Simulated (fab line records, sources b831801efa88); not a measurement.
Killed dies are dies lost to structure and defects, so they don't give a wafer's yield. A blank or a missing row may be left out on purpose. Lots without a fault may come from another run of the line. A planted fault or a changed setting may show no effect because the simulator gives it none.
Problem report in the 8D (eight disciplines) form, filled by code | flow gf180mcu | the parts of the form that need people (team, actions taken, sign-off) are left out

1. THE PROBLEM
STI_CVD_03_THK at GF_STI_THK_MEAS_04 reads a mean of 147.7 nm on 6 wafers of 2 lots; wafers without a fault read 206.9 nm with a standard deviation of 2.3. That is -26 standard deviations from the usual mean.
First seen on wafer L138.2, day 5 12:44, on film_metro-01. The record holds 42 wafers of 14 lots with a number at this step. Rule for "out", or "out of limits": more than 4 standard deviations from the usual mean. The other wafers with a number count as sound.

2. WHAT IT IS AND WHAT IT IS NOT
question                    | is                           | is not
which readings at this step | STI_CVD_03_THK               | -
which lots                  | L138, L139                   | L120, L121, L122, L123, L124, L127, L128, L129, L130, L131, L135, L140
which wafers of those lots  | all that have a number       | -
read on which gauges        | film_metro-01, film_metro-04 | film_metro-03
when                        | from day 5 12:44             | up to then (33 sound wafers); but 3 sound wafers of L140 came after

3. SUSPECTS, AND WHAT RULES EACH OUT
Counting: a tool at a process step up to the reading stays a suspect if it ran every lot that is out and no sound lot after the first of them.
- the gauge at GF_STI_THK_MEAS_04: ruled out. The wafers that are out were read on 2 gauges (film_metro-01, film_metro-04).
- lpcvd-02 at GF_STI_CVD_03 (deposits Si3N4 from DCS/NH3, target thk 207.16 nm, time 3551 s): kept. It ran every lot that is out, first L138 (day 5 10:44), and no sound lot after that; its last sound lot up to then is L135 (day 4 19:34). Its own readings are out on those wafers: spike_tc_bottom_C, spike_tc_centre_C, spike_tc_lower_C, spike_tc_top_C, spike_tc_upper_C, susceptor_temp_C.
Left after counting: lpcvd-02 at GF_STI_CVD_03.

4. THE CAUSE (what the simulator had put in)
Process parameter drift: lpcvd-02, from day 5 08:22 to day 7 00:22, at GF_STI_CVD_03. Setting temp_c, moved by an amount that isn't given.
Counting left only this tool.

5. THE CHAIN OF EFFECTS, in route order
Each row: a reading whose mean over the struck wafers that have a number lies more than 3 standard deviations from the usual. Only readings for which the record gives a usual standard deviation are gone through. hours: the time from each lot's start at the first step in this table that gives one to its start at this step, as a median over the lots. sigmas: the change in usual standard deviations.
hours | step               | reading            | usual      | on struck wafers | change | sigmas
0     | GF_STI_CVD_03      | spike_tc_bottom_C  | 790.1 C    | 771.3            | -18.8  | -6.5
0     | GF_STI_CVD_03      | spike_tc_centre_C  | 771.1 C    | 754.4            | -16.7  | -14
0     | GF_STI_CVD_03      | spike_tc_lower_C   | 770.0 C    | 752.7            | -17.3  | -14
0     | GF_STI_CVD_03      | spike_tc_top_C     | 786 C      | 769              | -17    | -4.7
0     | GF_STI_CVD_03      | spike_tc_upper_C   | 770.4 C    | 753.1            | -17.3  | -14
0     | GF_STI_CVD_03      | susceptor_temp_C   | 770.0 C    | 752.8            | -17.2  | -54
2     | GF_STI_THK_MEAS_04 | STI_CVD_03_THK     | 206.9 nm   | 147.7            | -59.2  | -26
16    | GF_STI_ETCH_13     | oes_product_au     | 0.831 a.u. | 0.701            | -0.130 | -20
16    | GF_STI_ETCH_13     | throttle_valve_pct | 8.810 %    | 8.766            | -0.044 | -4.5
The process steps in it:
- GF_STI_CVD_03: deposits Si3N4 from DCS/NH3, target thk 207.16 nm, time 3551 s.
- GF_STI_ETCH_13: etches the open film in CHF3/O2, stops on Si, target depth 282.31 nm, time 112.9 s.

6. WHAT WOULD HAVE CAUGHT IT SOONER
In this record the first reading out of limits at a measuring or inspecting step was taken at day 5 12:44, 4 hours after the fault began at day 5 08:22.
The tool's own readings at GF_STI_CVD_03 were out on every struck wafer that the step has a row for (spike_tc_bottom_C, spike_tc_centre_C, spike_tc_lower_C, spike_tc_top_C, spike_tc_upper_C, susceptor_temp_C): an alarm limit on them would have fired on the first of those.
Of the lots that are out (2), L139 began GF_STI_CVD_03 on lpcvd-02 after day 5 12:44. A hold on the tool at that time would have spared it.
